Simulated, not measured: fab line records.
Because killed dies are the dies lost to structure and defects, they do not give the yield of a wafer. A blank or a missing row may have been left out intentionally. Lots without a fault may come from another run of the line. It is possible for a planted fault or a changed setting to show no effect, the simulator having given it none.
Which of the tools did it? -- flow sky130 -- 11 lots, 33 wafers sampled, at 1 step of a route of 708

== WHAT EACH GAUGE READ, for each wafer ==
SKY_RES_XHIGH_TW_MEAS_09.
lot,measured,on,RES_XHIGH_TW
L986,day 26 11:07,film-metro-02,1648 1654 1656
L987,day 26 17:44,film-metro-01,1644 1650 1643
L992,day 29 01:58,film-metro-02,1657 1641 1649
L994,day 29 12:35,film-metro-01,1630 1630 1637
L995,day 30 00:58,film-metro-01,1637 1633 1636
L998,day 30 17:43,film-metro-01,1643 1639 1640
L999,day 31 21:28,film-metro-02,1663 1657 1652
L106,day 33 08:23,film-metro-02,1663 1662 1667
L107,day 33 15:20,film-metro-01,1639 1641 1639
L108,day 34 08:07,film-metro-02,1651 1644 1650
L109,day 34 10:34,film-metro-01,1631 1632 1630

== WHICH TOOL RAN EACH LOT (tool, then ch and the chambers of the sampled wafers, then the start) ==
Record: no process step prior to these readings.

== THE ANSWER, worked out from the rows above alone ==
Rule: what is usual is taken from the lots themselves. Put in order of their means at a reading, lots are off if they are a third of the lots or fewer, leave a main group of 4 or more, and stand apart from it by a gap of 3 or more times the standard deviation of the main group's means; of several such gaps the widest counts. The tables above print the reading to a certain number of digits; a main group whose means all agree to those digits is not used. A lot without any number at a reading at which 4 lots or more have one is off too. Any other lot the step has rows for is counted as sound.
None of the lots is off at any reading shown; this tells nothing.

== WHAT HAD BEEN PUT IN BY THE SIMULATOR ==
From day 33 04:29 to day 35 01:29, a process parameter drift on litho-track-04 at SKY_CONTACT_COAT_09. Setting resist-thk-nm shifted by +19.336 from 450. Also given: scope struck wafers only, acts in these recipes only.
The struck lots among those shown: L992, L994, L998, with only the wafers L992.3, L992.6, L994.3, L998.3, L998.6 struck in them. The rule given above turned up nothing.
